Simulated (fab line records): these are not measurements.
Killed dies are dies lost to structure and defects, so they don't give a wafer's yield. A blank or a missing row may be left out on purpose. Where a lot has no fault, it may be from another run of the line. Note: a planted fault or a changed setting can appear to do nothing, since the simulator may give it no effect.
fab line records	flow sky130
[record] lots = 5	wafers = 15	lastDay = 49
route steps=708 shown NWELL@77 PWDE@84 VT_ADJUST_HVTP@85 VT_ADJUST_LVTN@97 PAD_OPEN@708
lots untouched by any fault: they come from a run of this same line in which no faults occurred
startH: hours from the record's first day to the start of the lot's first wafer shown	waitH: hours from the lot's prior step to this one	" the same as in the row above	L1.1+2: a single row standing in for several wafers	- no value present, or no start provided	* or withheld: withheld	< > ~ a bound
route shown NAME@n: NAME is a module with steps in the file, n the number in the route of the first one	usual: the fault-free wafers' mean and standard deviation	same: alike in all rows	chamber/n: place in a boat	sites: each site's reading	_std_site: the standard deviation of these	_edge_site: outer sites' mean less inner sites'	radiusMm: how far each site lies from the wafer's centre	mask NAME#n: copy n	behind: the last tool/chamber to shape the wafer	hold: why the lot was held/for how many hours/how that ended	device: names the non-switching transistor (n, p or np)	end of line: tests of these same wafers at the route's end	where a step has no rows: the recipe by itself	killed: dies that structure and defects cost at the first sort, which is not the same as the wafer's yield	map: shows each die of a wafer: x if killed, . if not, _ if none is there
set.NAME: the run value of the setting; set.NAME@STEP: its run value at that earlier step	model.NAME: the simulator's own value behind a step, which no gauge read
certain route steps with their lots: each step a table, each wafer a row
services: a tool's chamber out of use, with start hour (startH, from the record's first day; less than 0 if before it), hours out, and reason
[[steps]]
[step SKY_NWELL_IMPLANT_24]
[recipe] species = B	energyKev = 140	doseCm2 = 9.2e+12	tiltDeg = withheld
[step SKY_NWELL_STRIP_25]
[recipe] chemistry = O2/N2	powerW = 1400	pressureMtorr = 1500	platenTempC = withheld	o2FlowSccm = 3000	n2FlowSccm = 300	overashFraction = 0.5
[usual] drypumpMotorCurrentA = 6.1/0.67	oesProductAu = 0.722/0.0046	stripTimeToEndpointS = 36.88/0.1
lot.wafer	tool	chamber	startH	waitH	drypumpMotorCurrentA	oesProductAu	rfHoursCounterH	stripTimeToEndpointS
L965.3	plasmaAsher-01	1	100.63	0.1	6.6	0.720	-	36.87
L965.4	"	0	"	"	5.9	0.722	-	36.84
L965.5	"	0	"	"	5.9	0.714	-	36.90
L966.1	plasmaAsher-04	1	108.45	0.1	4.7	0.725	40	36.88
L966.5	"	0	"	"	6.3	0.721	-	36.87
L966.6	"	1	"	"	4.7	0.718	-	36.91
L973.4	plasmaAsher-01	0	154.30	0.1	5.9	0.717	-	36.91
L973.5	"	1	"	"	6.7	0.724	-	36.99
L973.6	"	0	"	"	5.9	0.725	-	36.73
L977.1	plasmaAsher-04	1	175.31	0.1	4.7	0.713	5	36.92
L977.2	"	0	"	"	6.3	0.720	5	37.06
L977.5	"	1	"	"	4.7	0.723	-	36.88
L982.2	plasmaAsher-04	1	205.37	0.1	4.7	0.733	9	36.71
L982.3	"	0	"	"	6.3	0.723	-	36.77
L982.6	"	0	"	"	6.3	0.724	-	36.78
[step SKY_NWELL_TW_MEAS_26]
[usual] NWELL_2_TW = 494.0/2.6
lot.wafer	tool	chamber	startH	waitH	NWELL_2_TW
L965.3	filmMetro-02	-	100.72	0.1	497.0
L965.4	"	-	"	"	493.7
L965.5	"	-	"	"	495.3
L966.1	filmMetro-03	-	108.55	0.1	489.5
L966.5	"	-	"	"	490.7
L966.6	"	-	"	"	489.9
L973.4	filmMetro-04	-	154.39	0.1	494.7
L973.5	"	-	"	"	493.2
L973.6	"	-	"	"	496.6
L977.1	filmMetro-03	-	175.41	0.1	492.4
L977.2	"	-	"	"	489.1
L977.5	"	-	"	"	490.2
L982.2	filmMetro-04	-	205.48	0.1	494.1
L982.3	"	-	"	"	492.8
L982.6	"	-	"	"	495.3
[step SKY_NWELL_CLEAN_27]
[recipe] chemistry = SC1/SC2	mix = 1:4:20	tempC = 70	timeS = 150	dry = n2Spin
[step SKY_NWELL_RTA_28]
[recipe] tempC = 1050	timeS = 30	idleTempC = 650	rampUpCPerS = 150	rampDownCPerS = 90	ambient = N2
[usual] lampPowerPct = 25.30/0.056	wafer_temp_C_max = 1055.0/0.99
lot.wafer	tool	chamber	startH	waitH	lampPowerPct	wafer_temp_C_max
L965.3	rtpAnneal-01	0	100.85	0.0	25.23	1055.1
L965.4	"	0	"	"	25.27	1057.0
L965.5	"	0	"	"	25.23	1054.6
L966.1	rtpAnneal-02	0	108.66	0.0	25.36	1054.0
L966.5	"	0	"	"	25.24	1054.0
L966.6	"	0	"	"	25.26	1054.0
L973.4	rtpAnneal-02	0	154.52	0.1	25.29	1053.7
L973.5	"	0	"	"	25.23	1054.3
L973.6	"	0	"	"	25.33	1055.7
L977.1	rtpAnneal-02	0	175.52	0.0	25.31	1054.6
L977.2	"	0	"	"	25.26	1055.9
L977.5	"	0	"	"	25.29	1055.2
L982.2	rtpAnneal-01	0	205.59	0.0	25.32	1055.0
L982.3	"	0	"	"	25.24	1054.8
L982.6	"	0	"	"	25.34	1055.1
[step SKY_NWELL_RS_MEAS_29]
[recipe] thkMeasGauge = four-point-probe
[usual] NWELL_RS = 624.7/1.5
lot.wafer	tool	chamber	startH	waitH	NWELL_RS[ohm/sq]
L965.3	filmMetro-03	-	100.95	0.1	627.8
L965.4	"	-	"	"	626.8
L965.5	"	-	"	"	627.4
L966.1	filmMetro-04	-	108.76	0.1	625.8
L966.5	"	-	"	"	624.4
L966.6	"	-	"	"	625.2
L973.4	filmMetro-03	-	154.63	0.1	624.3
L973.5	"	-	"	"	624.6
L973.6	"	-	"	"	623.2
L977.1	filmMetro-04	-	175.62	0.1	624.8
L977.2	"	-	"	"	623.4
L977.5	"	-	"	"	624.1
L982.2	filmMetro-04	-	205.70	0.1	625.8
L982.3	"	-	"	"	624.4
L982.6	"	-	"	"	623.9
[step SKY_NWELL_RS_MEAS_31]
[recipe] thkMeasGauge = four-point-probe
[usual] PWDE_RS = 5276/21
lot.wafer	tool	chamber	startH	waitH	PWDE_RS[ohm/sq]
L965.3	filmMetro-03	-	101.19	0.1	5269
L965.4	"	-	"	"	5292
L965.5	"	-	"	"	5270
L966.1	filmMetro-04	-	109.00	0.1	5323
L966.5	"	-	"	"	5305
L966.6	"	-	"	"	5311
L973.4	filmMetro-03	-	154.87	0.1	5243
L973.5	"	-	"	"	5250
L973.6	"	-	"	"	5249
L977.1	filmMetro-04	-	175.86	0.1	5273
L977.2	"	-	"	"	5279
L977.5	"	-	"	"	5278
L982.2	filmMetro-04	-	205.94	0.1	5247
L982.3	"	-	"	"	5257
L982.6	"	-	"	"	5267
[step SKY_VT_ADJUST_HVTP_DEHYDRATE_00]
[recipe] tempC = 200	timeS = 60
[step SKY_VT_ADJUST_HVTP_HMDS_01]
[recipe] primeTimeS = 60	primeTempC = 120
[step SKY_VT_ADJUST_HVTP_COAT_02]
[recipe] resist = NOVOLAK	spinRpm = 3000	resistThkNm = 1140
[step SKY_VT_ADJUST_HVTP_SOFTBAKE_03]
[recipe] tempC = 90	timeS = 60	resist = NOVOLAK
[step SKY_VT_ADJUST_HVTP_EXPOSE_04]
[recipe] maskId = HVTPM	na = 0.6	sourceShape = conventional	sigmaOuter = 0.6	polarization = unpolarized	targetCdNm = 380	doseMj = 140
lot.wafer	tool	chamber	startH	waitH	mask
L965.3+4+5	ilineStepper-02	0	110.90	-	HVTPM#0
L966.1+5+6	ilineStepper-01	0	118.41	-	HVTPM#0
L973.4+5+6	ilineStepper-02	0	163.98	-	NWM_COMPLEMENT_LESS_NATIVE#0
L977.1+2+5	ilineStepper-01	0	186.13	-	HVTPM#0
L982.2+3+6	ilineStepper-01	0	216.93	-	HVTPM#0
[step SKY_VT_ADJUST_HVTP_PEB_05]
[recipe] tempC = withheld	timeS = *	resist = NOVOLAK
[step SKY_VT_ADJUST_HVTP_DEVELOP_06]
[recipe] resist = NOVOLAK	developer = TMAH	developTimeS = 60	devTempC = 23
[step SKY_VT_ADJUST_HVTP_CD_MEAS_07]
[recipe] targetCdNm = 380
[usual] cdNm = 380/3.1
lot.wafer	tool	chamber	startH	waitH	cdNm
L965.3	cdSem-02	-	119.40	0.1	386
L965.4	"	-	"	"	387
L965.5	"	-	"	"	387
L966.1	cdSem-01	-	127.21	0.1	382
L966.5	"	-	"	"	383
L966.6	"	-	"	"	380
L973.4	cdSem-01	-	174.34	0.1	-
L973.5	"	-	"	"	-
L973.6	"	-	"	"	-
L977.1	cdSem-02	-	197.03	0.1	378
L977.2	"	-	"	"	377
L977.5	"	-	"	"	378
L982.2	cdSem-01	-	228.45	0.1	376
L982.3	"	-	"	"	379
L982.6	"	-	"	"	380
[step SKY_VT_ADJUST_HVTP_OVL_MEAS_08]
[usual] VT_ADJUST_HVTP_OVL = -1.1/1.5
lot.wafer	tool	chamber	startH	waitH	VT_ADJUST_HVTP_OVL[nm]
L965.3	overlay-01	-	119.49	0.1	-2.2
L965.4	"	-	"	"	-0.1
L965.5	"	-	"	"	0.3
L966.1	overlay-01	-	127.33	0.1	-1.7
L966.5	"	-	"	"	-2.6
L966.6	"	-	"	"	-0.7
L973.4	overlay-01	-	174.42	0.1	-
L973.5	"	-	"	"	-
L973.6	"	-	"	"	-
L977.1	overlay-02	-	197.15	0.1	-2.6
L977.2	"	-	"	"	-1.2
L977.5	"	-	"	"	-0.1
L982.2	overlay-01	-	228.56	0.1	-3.2
L982.3	"	-	"	"	-2.0
L982.6	"	-	"	"	-4.2
[step SKY_VT_ADJUST_HVTP_IMPLANT_09]
[recipe] species = As	energyKev = 150	doseCm2 = 4.3e+12	tiltDeg = withheld
[step SKY_VT_ADJUST_HVTP_STRIP_10]
[recipe] chemistry = O2/N2	powerW = 1400	pressureMtorr = 1500	platenTempC = withheld	o2FlowSccm = 3000	n2FlowSccm = 300	overashFraction = 0.5
[usual] drypumpMotorCurrentA = 5.6/0.74	oesProductAu = 0.716/0.0042	stripTimeToEndpointS = 14.17/0.057
lot.wafer	tool	chamber	startH	waitH	drypumpMotorCurrentA	oesProductAu	rfHoursCounterH	stripTimeToEndpointS
L965.3	plasmaAsher-01	1	119.70	0.1	6.6	0.714	-	14.11
L965.4	"	0	"	"	5.9	0.717	-	14.11
L965.5	"	0	"	"	5.9	0.718	-	14.10
L966.1	plasmaAsher-04	0	127.52	0.1	6.3	0.717	0	14.15
L966.5	"	1	"	"	4.7	0.712	-	14.10
L966.6	"	0	"	"	6.3	0.718	-	14.15
L973.4	plasmaAsher-01	1	174.62	0.1	6.7	0.713	-	14.19
L973.5	"	0	"	"	5.9	0.720	-	14.18
L973.6	"	1	"	"	6.7	0.711	-	14.11
L977.1	plasmaAsher-02	0	197.34	0.1	4.8	0.717	39	14.17
L977.2	"	1	"	"	5.1	0.709	39	14.17
L977.5	"	0	"	"	4.8	0.716	-	14.20
L982.2	plasmaAsher-01	0	228.74	0.1	5.9	0.713	53	14.22
L982.3	"	0	"	"	5.9	0.715	-	14.20
L982.6	"	0	"	"	5.9	0.718	-	14.20
[step SKY_VT_ADJUST_HVTP_TW_MEAS_11]
[usual] VT_ADJUST_HVTP_TW = 1362/15
lot.wafer	tool	chamber	startH	waitH	VT_ADJUST_HVTP_TW
L965.3	filmMetro-01	-	119.79	0.1	1386
L965.4	"	-	"	"	1382
L965.5	"	-	"	"	1387
L966.1	filmMetro-01	-	127.62	0.1	1377
L966.5	"	-	"	"	1374
L966.6	"	-	"	"	1379
L973.4	filmMetro-01	-	174.72	0.1	30
L973.5	"	-	"	"	30
L973.6	"	-	"	"	30
L977.1	filmMetro-03	-	197.44	0.1	1336
L977.2	"	-	"	"	1343
L977.5	"	-	"	"	1334
L982.2	filmMetro-04	-	228.85	0.1	1358
L982.3	"	-	"	"	1357
L982.6	"	-	"	"	1358
[step SKY_VT_ADJUST_LVTN_DEHYDRATE_00]
[recipe] tempC = 200	timeS = 60
[step SKY_VT_ADJUST_LVTN_HMDS_01]
[recipe] primeTimeS = 60	primeTempC = 120
[step SKY_VT_ADJUST_LVTN_COAT_02]
[recipe] spinRpm = 2000	resistThkNm = 3000
[step SKY_VT_ADJUST_LVTN_SOFTBAKE_03]
[recipe] tempC = 110	timeS = withheld
[step SKY_VT_ADJUST_LVTN_EXPOSE_04]
[recipe] maskId = NWM_COMPLEMENT_LESS_NATIVE	na = 0.6	sourceShape = conventional	sigmaOuter = 0.6	polarization = unpolarized	targetCdNm = 840	doseMj = 194
[step SKY_VT_ADJUST_LVTN_PEB_05]
[recipe] tempC = 115	timeS = withheld
[step SKY_VT_ADJUST_LVTN_DEVELOP_06]
[recipe] wallAngleDeg = 90	developer = TMAH	developTimeS = 60	devTempC = 23
[step SKY_VT_ADJUST_LVTN_OVL_MEAS_07]
[usual] VT_ADJUST_LVTN_OVL = 0.7/1.3
lot.wafer	tool	chamber	startH	waitH	VT_ADJUST_LVTN_OVL[nm]
L965.3	overlay-01	-	137.92	-	0.8
L965.4	"	-	"	"	0.9
L965.5	"	-	"	"	3.1
L966.1	overlay-02	-	146.41	-	1.9
L966.5	"	-	"	"	0.2
L966.6	"	-	"	"	1.9
L973.4	overlay-02	-	196.21	-	1.9
L973.5	"	-	"	"	-1.3
L973.6	"	-	"	"	-0.1
L977.1	overlay-02	-	219.21	-	0.9
L977.2	"	-	"	"	1.5
L977.5	"	-	"	"	1.3
L982.2	overlay-01	-	251.67	-	0.9
L982.3	"	-	"	"	1.9
L982.6	"	-	"	"	0.1
[step SKY_VT_ADJUST_LVTN_IMPLANT_08]
[recipe] species = B	energyKev = 30	doseCm2 = 1.57e+12	tiltDeg = withheld
[step SKY_VT_ADJUST_LVTN_STRIP_09]
[recipe] chemistry = O2/N2	powerW = 1400	pressureMtorr = 1500	platenTempC = withheld	o2FlowSccm = 3000	n2FlowSccm = 300	overashFraction = 0.5
[usual] drypumpMotorCurrentA = 6.1/0.71	oesProductAu = 0.723/0.0041	stripTimeToEndpointS = 36.87/0.13
lot.wafer	tool	chamber	startH	waitH	drypumpMotorCurrentA	oesProductAu	rfHoursCounterH	stripTimeToEndpointS
L965.3	plasmaAsher-03	0	138.13	0.1	6.4	0.722	-	37.14
L965.4	"	1	"	"	6.7	0.729	-	37.02
L965.5	"	1	"	"	6.7	0.715	-	37.07
L966.1	plasmaAsher-02	1	146.60	0.1	5.0	0.720	34	36.85
L966.5	"	0	"	"	4.8	0.723	-	36.81
L966.6	"	1	"	"	5.0	0.724	-	36.92
L973.4	plasmaAsher-01	1	196.41	0.1	6.7	0.723	-	36.99
L973.5	"	1	"	"	6.7	0.716	-	36.94
L973.6	"	0	"	"	5.9	0.722	-	36.99
L977.1	plasmaAsher-03	0	219.40	0.1	6.4	0.725	53	37.06
L977.2	"	1	"	"	6.7	0.717	53	36.96
L977.5	"	0	"	"	6.5	0.726	-	36.96
L982.2	plasmaAsher-03	0	251.85	0.1	6.5	0.724	56	37.11
L982.3	"	1	"	"	6.7	0.727	-	37.09
L982.6	"	0	"	"	6.5	0.723	-	37.08
[step SKY_VT_ADJUST_LVTN_TW_MEAS_10]
[usual] VT_ADJUST_LVTN_TW = 242.0/2
lot.wafer	tool	chamber	startH	waitH	VT_ADJUST_LVTN_TW
L965.3	filmMetro-02	-	138.22	0.1	240.8
L965.4	"	-	"	"	239.8
L965.5	"	-	"	"	240.0
L966.1	filmMetro-04	-	146.70	0.1	241.0
L966.5	"	-	"	"	240.3
L966.6	"	-	"	"	240.1
L973.4	filmMetro-02	-	196.51	0.1	1359.4
L973.5	"	-	"	"	1359.2
L973.6	"	-	"	"	1362.1
L977.1	filmMetro-01	-	219.50	0.1	243.8
L977.2	"	-	"	"	243.0
L977.5	"	-	"	"	244.6
L982.2	filmMetro-02	-	251.96	0.1	241.2
L982.3	"	-	"	"	242.3
L982.6	"	-	"	"	241.4
[step SKY_VT_ADJUST_LVTN_DEHYDRATE_11]
[recipe] tempC = 200	timeS = 60
[step SKY_PAD_OPEN_PROBE_99]
[usual] killed_at_M0_to_M3 = 42/7	killed_at_M4_up = 2.8/1.8	killedAtContacts = 24/5.8	killedAtFrontEnd = 15/4.8	killedAtOther = 0.3/0.56	killedDies = 84/11	killedOnRim = 17/4.2	killedOpen = 46/7.8	killedShort = 38/6.3
[same] grossDies = 492	killedAtBackSide = 0
lot.wafer	tool	chamber	startH	waitH	killed_at_M0_to_M3	killed_at_M4_up	killedAtContacts	killedAtFrontEnd	killedAtOther	killedDies	killedOnRim	killedOpen	killedShort
L973.4	prober-01	-	1127.20	0.2	50	1	23	418	0	492	96	50	43
L973.5	prober-01	-	1127.25	0.2	39	2	26	425	0	492	96	45	38
L973.6	prober-01	-	1127.30	0.2	32	3	16	441	0	492	96	30	30
L977.1	prober-01	-	1148.56	0.1	39	2	18	16	0	75	19	42	33
L977.2	prober-01	-	1148.61	0.1	50	5	28	15	0	98	20	59	39
L977.5	prober-01	-	1148.76	0.2	38	3	40	20	1	102	25	53	48
// killed by level:class
L973.4 VT_ADJUST_HVTP:areaExpose=399 LI_CONTACT:geometricParticle:open=11 VIA1:geometricParticle:open=10 VIA2:geometricParticle:open=8 VIA3:geometricParticle:open=7 VIA1:geometricParticle:short=6 POLY_GATE:geometricParticle:short=5 METAL2:geometricParticle:short=5
L973.5 VT_ADJUST_HVTP:areaExpose=408 CONTACT:geometricParticle:open=10 VIA1:geometricParticle:open=7 LI_CONTACT:geometricParticle:open=6 VIA3:geometricParticle:open=6 VIA2:geometricParticle:open=6 CONTACT:geometricParticle:short=5 VIA2:geometricParticle:short=5
L973.6 VT_ADJUST_HVTP:areaExpose=432 VIA1:geometricParticle:open=9 VIA2:geometricParticle:open=9 CONTACT:geometricParticle:short=6 LI_CONTACT:geometricParticle:open=4 POLY_GATE:geometricParticle:short=3 CONTACT:geometricParticle:open=3 VIA1:geometricParticle:short=3
L977.1 VIA2:geometricParticle:open=11 VIA3:geometricParticle:open=7 VIA1:geometricParticle:open=7 LI_CONTACT:geometricParticle:open=6 CONTACT:geometricParticle:short=6 FIELD_ISO:geometricParticle:short=5 CONTACT:geometricParticle:open=5 POLY_GATE:geometricParticle:short=4
L977.2 VIA1:geometricParticle:open=11 CONTACT:geometricParticle:open=10 VIA2:geometricParticle:open=9 METAL1:geometricParticle:short=8 VIA3:geometricParticle:open=8 CONTACT:geometricParticle:short=7 LI_CONTACT:geometricParticle:open=6 POLY_GATE:geometricParticle:open=5
L977.5 CONTACT:geometricParticle:open=18 VIA3:geometricParticle:open=8 VIA1:geometricParticle:open=7 CONTACT:geometricParticle:short=7 POLY_GATE:geometricParticle:short=6 LI_CONTACT:geometricParticle:open=6 FIELD_ISO:geometricParticle:short=5 FIELD_ISO:geometricParticle:open=4
// map L973.4 (x killed, . not)
__________xxxxxxxxxx_________
________xxxxxxxxxxxxxx_______
______xxxxxxxxxxxxxxxxxx_____
_____xxxxxxxxxxxxxxxxxxxx____
____xxxxxxxxxxxxxxxxxxxxxx___
___xxxxxxxxxxxxxxxxxxxxxxxx__
__xxxxxxxxxxxxxxxxxxxxxxxxxx_
_xxxxxxxxxxxxxxxxxxxxxxxxxxxx
_xxxxxxxxxxxxxxxxxxxxxxxxxxxx
_xxxxxxxxxxxxxxxxxxxxxxxxxxxx
_xxxxxxxxxxxxxxxxxxxxxxxxxxxx
_xxxxxxxxxxxxxxxxxxxxxxxxxxxx
_xxxxxxxxxxxxxxxxxxxxxxxxxxxx
_xxxxxxxxxxxxxxxxxxxxxxxxxxxx
_xxxxxxxxxxxxxxxxxxxxxxxxxxxx
__xxxxxxxxxxxxxxxxxxxxxxxxxx_
___xxxxxxxxxxxxxxxxxxxxxxxx__
____xxxxxxxxxxxxxxxxxxxxxx___
_____xxxxxxxxxxxxxxxxxxxx____
______xxxxxxxxxxxxxxxxxx_____
________xxxxxxxxxxxxxx_______
__________xxxxxxxxxx_________
// map L965.3 (x killed, . not)
__________.........._________
________...x.x.......x_______
______............x....._____
_____..............x..x..____
____....x............xx..x___
___..x.......x..x.......x..__
__..xx...xx......xx........._
_.........x...x...x...xx..xxx
_...xxxx.....x.x.x.x.......x.
_.....x...........x.......x..
_.....x.....x.xx.......xx....
_.......x.x.........x.x......
_..x....x....x...x....xx.....
_..x..........xx...........x.
_...x..x......xx..x....x.x...
__....x.xx........x.......x._
___...........xx..xx.......__
____.......x....x....x...x___
_____......x..x....x.....____
______.x.xx.x.........x._____
________.x.......x.x.x_______
__________.........._________
[[services]]
tool	chamber	startH	hours	kind
rtpAnneal-02	-	98.98	5.1	repair
plasmaAsher-04	-	108.75	9.0	pm
plasmaAsher-04	0	108.75	9.0	ventCycle
plasmaAsher-04	1	108.75	9.0	ventCycle
plasmaAsher-04	0	117.75	-	clean
plasmaAsher-04	1	117.75	-	clean
plasmaAsher-04	-	119.74	5.1	repair
ilineStepper-01	0	156.89	-	calibration
ilineStepper-02	0	162.25	-	calibration
ilineStepper-02	-	169.60	1.7	pm
plasmaAsher-03	-	182.22	14.6	pm
plasmaAsher-01	-	197.26	28.1	pm
ilineStepper-01	-	232.14	2.1	pm
ilineStepper-01	-	234.23	-	consumableReplace:lamp
ilineStepper-01	-	242.16	1.7	pm
[[key]]
[firstSign] step = SKY_VT_ADJUST_HVTP_EXPOSE_04	reading = mask	direction = changed
[effect] step = SKY_VT_ADJUST_HVTP_CD_MEAS_07	reading = cdNm	direction = missing
[effect] step = SKY_VT_ADJUST_HVTP_OVL_MEAS_08	reading = VT_ADJUST_HVTP_OVL	direction = missing
[effect] step = SKY_VT_ADJUST_HVTP_TW_MEAS_11	reading = VT_ADJUST_HVTP_TW	direction = down	sigmas = 88	usual = 1362	struck = 30
[effect] step = SKY_VT_ADJUST_LVTN_TW_MEAS_10	reading = VT_ADJUST_LVTN_TW	direction = up	sigmas = 99+	usual = 242.0	struck = 1360.3
[effect] step = SKY_PAD_OPEN_PROBE_99	reading = killedAtFrontEnd	direction = up	sigmas = 86	usual = 15	struck = 428
[moreKillsBornAt] SKY_VT_ADJUST_HVTP_EXPOSE_04@ilineStepper-02 = 1239
metAt SKY_VT_ADJUST_HVTP_EXPOSE_04
struckWafers L973.4,L973.5,L973.6
testerLeftOut L973
onsetBetween 110.90 163.98
[fault] kind = wrongMask	tool = any	chamber = -	onsetH = 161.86	steps = SKY_VT_ADJUST_HVTP_EXPOSE_04	auxCopy = NWM_COMPLEMENT_LESS_NATIVE#0	scope = struckLotsOnly
// testerLeftOut: of these lots the tester's yield and bins aren't shown, on N5 and GAA mostly nor the transistor test; their killed dies are dies lost to structure and defects alone, not to doping, threshold or leakage, so they don't give the yield
